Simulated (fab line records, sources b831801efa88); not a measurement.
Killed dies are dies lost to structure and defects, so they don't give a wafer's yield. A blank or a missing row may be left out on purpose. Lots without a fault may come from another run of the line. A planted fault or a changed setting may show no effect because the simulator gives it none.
One fault seen from 2 desks | flow sky130 | each desk has only its own numbers; what lay behind them comes last

THE TOOL OWNER'S DESK: rie_diel-03
The tool's own readings at SKY_FIELD_ISO_ETCH_14 (etches BARC in N2/H2, stops on SiO2, time 45.9 s, target depth 60 nm): means of the sampled wafers that have a number, for each lot that ran on this tool. A lot is out of limits, marked OUT, if its mean lies more than 4 standard deviations from the usual mean; the brackets give that distance.
Columns: A = bias_w at SKY_FIELD_ISO_ETCH_14, usual 100.00 W; B = chamber_pressure_mTorr at SKY_FIELD_ISO_ETCH_14, usual 30.002 mTorr; C = drypump_motor_current_A at SKY_FIELD_ISO_ETCH_14, usual 5.4 A; D = oes_product_au at SKY_FIELD_ISO_ETCH_14, usual 0.854 a.u.; E = throttle_valve_pct at SKY_FIELD_ISO_ETCH_14, usual 13.225 %
lot  | first seen here | A      | B      | C   | D     | E
L221 | day 2 05:00     | 100.13 | 30.019 | 5.4 | 0.856 | 13.218
L225 | day 3 07:38     | 100.07 | 30.010 | 5.0 | 0.857 | 13.222
L229 | day 3 22:58     | 100.07 | 30.006 | 5.4 | 0.856 | 13.229
This desk's finding: nothing out of limits on any of the 3 lots.

THE METROLOGY DESK
What the gauges read, lot by lot, whatever tool the lot ran on: means of the sampled wafers that have a number. A lot is out of limits, marked OUT, if its mean lies more than 4 standard deviations from the usual mean; the brackets give that distance.
Columns: A = PWDE_OVL at SKY_PWDE_OVL_MEAS_07, usual -0.5 nm; B = LI_CONTACT_BOW at SKY_LI_CONTACT_BOW_MEAS_03, usual 56 um
lot  | first seen here | A    | B
L221 | day 4 02:09     | 1.0  | 58
L222 | day 4 06:46     | -0.9 | 57
L225 | day 5 02:29     | -0.4 | 62
L227 | day 5 10:50     | -1.0 | 49
L228 | day 5 14:39     | -0.3 | 43
L229 | day 5 19:20     | -1.1 | 61
L239 | day 8 04:17     | 0.8  | 54
L240 | day 8 11:32     | -0.1 | 57
This desk's finding: nothing out of limits on any of the 8 lots.

PUT TOGETHER
The tool owner's desk saw nothing out of limits.
The metrology desk saw nothing out of limits.

WHAT THE SIMULATOR HAD PUT IN
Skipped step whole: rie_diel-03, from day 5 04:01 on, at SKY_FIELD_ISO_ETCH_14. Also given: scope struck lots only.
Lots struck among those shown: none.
